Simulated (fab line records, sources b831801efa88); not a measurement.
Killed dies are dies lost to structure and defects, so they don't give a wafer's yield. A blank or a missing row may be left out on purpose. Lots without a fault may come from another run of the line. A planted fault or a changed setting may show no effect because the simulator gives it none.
Problem report in the 8D (eight disciplines) form, filled by code | flow sky130 | the parts of the form that need people (team, actions taken, sign-off) are left out

1. THE PROBLEM
VIA3_HDPCVD_THK at SKY_VIA3_THK_MEAS_01 reads a mean of 2091 nm on 4 wafers of 2 lots; wafers without a fault read 1572 nm with a standard deviation of 22. That is +24 standard deviations from the usual mean.
First seen on wafer L199.4, day 39 23:19, on film_metro-01. The record holds 36 wafers of 12 lots with a number at this step. Rule for "out", or "out of limits": more than 4 standard deviations from the usual mean. The other wafers with a number count as sound.

2. WHAT IT IS AND WHAT IT IS NOT
question                    | is                             | is not
which readings at this step | VIA3_HDPCVD_THK                | -
which lots                  | L199, L201                     | L196, L198, L206, L210, L211, L212, L214, L215, L216, L217
which wafers of those lots  | L199.4, L199.5, L201.4, L201.5 | L199.1, L201.6
read on which gauges        | film_metro-01, film_metro-04   | film_metro-02
when                        | from day 39 23:19              | up to then (7 sound wafers); but 25 sound wafers of L201, L206, L210, L211, L212, L214, L215, L216, L217 came after

3. SUSPECTS, AND WHAT RULES EACH OUT
Counting: a tool at a process step up to the reading stays a suspect if it ran every lot that is out. Sound lots after the first of them don't rule it out here, since some wafers of a struck lot are sound.
- the gauge at SKY_VIA3_THK_MEAS_01: ruled out. The wafers that are out were read on 2 gauges (film_metro-01, film_metro-04).
- hdpcvd-01 at SKY_VIA3_HDPCVD_00 (deposits SiO2, target thk 1635 nm, time 262 s): kept. It ran every lot that is out, first L199 (day 39 23:08); its last sound lot up to then is L198 (day 39 08:40).
Left after counting: hdpcvd-01 at SKY_VIA3_HDPCVD_00.

4. THE CAUSE (what the simulator had put in)
Process parameter drift: hdpcvd-01, from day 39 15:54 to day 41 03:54, at SKY_VIA3_HDPCVD_00. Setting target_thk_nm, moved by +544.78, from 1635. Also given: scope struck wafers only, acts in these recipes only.
Counting left only this tool.

5. THE CHAIN OF EFFECTS, in route order
Each row: a reading whose mean over the struck wafers that have a number lies more than 3 standard deviations from the usual. Only readings for which the record gives a usual standard deviation are gone through. hours: the time from each lot's start at the first step in this table that gives one to its start at this step, as a median over the lots. sigmas: the change in usual standard deviations.
hours | step                 | reading         | usual   | on struck wafers | change | sigmas
0     | SKY_VIA3_THK_MEAS_01 | VIA3_HDPCVD_THK | 1572 nm | 2091             | +519   | +24
Later measuring or inspecting steps at which every struck wafer that the step has a row for has a number for every such reading, and none has moved that far: SKY_VIA3_OVL_MEAS_13.

6. WHAT WOULD HAVE CAUGHT IT SOONER
In this record the first reading out of limits at a measuring or inspecting step was taken at day 39 23:19, 7 hours after the fault began at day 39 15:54.
Of the tool readings at SKY_VIA3_HDPCVD_00 for which the record gives a usual standard deviation, none was out on any struck wafer, so an alarm limit of 4 standard deviations on them would not have fired.
Of the lots that are out (2), L201 began SKY_VIA3_HDPCVD_00 on hdpcvd-01 after day 39 23:19. A hold on the tool at that time would have spared it.
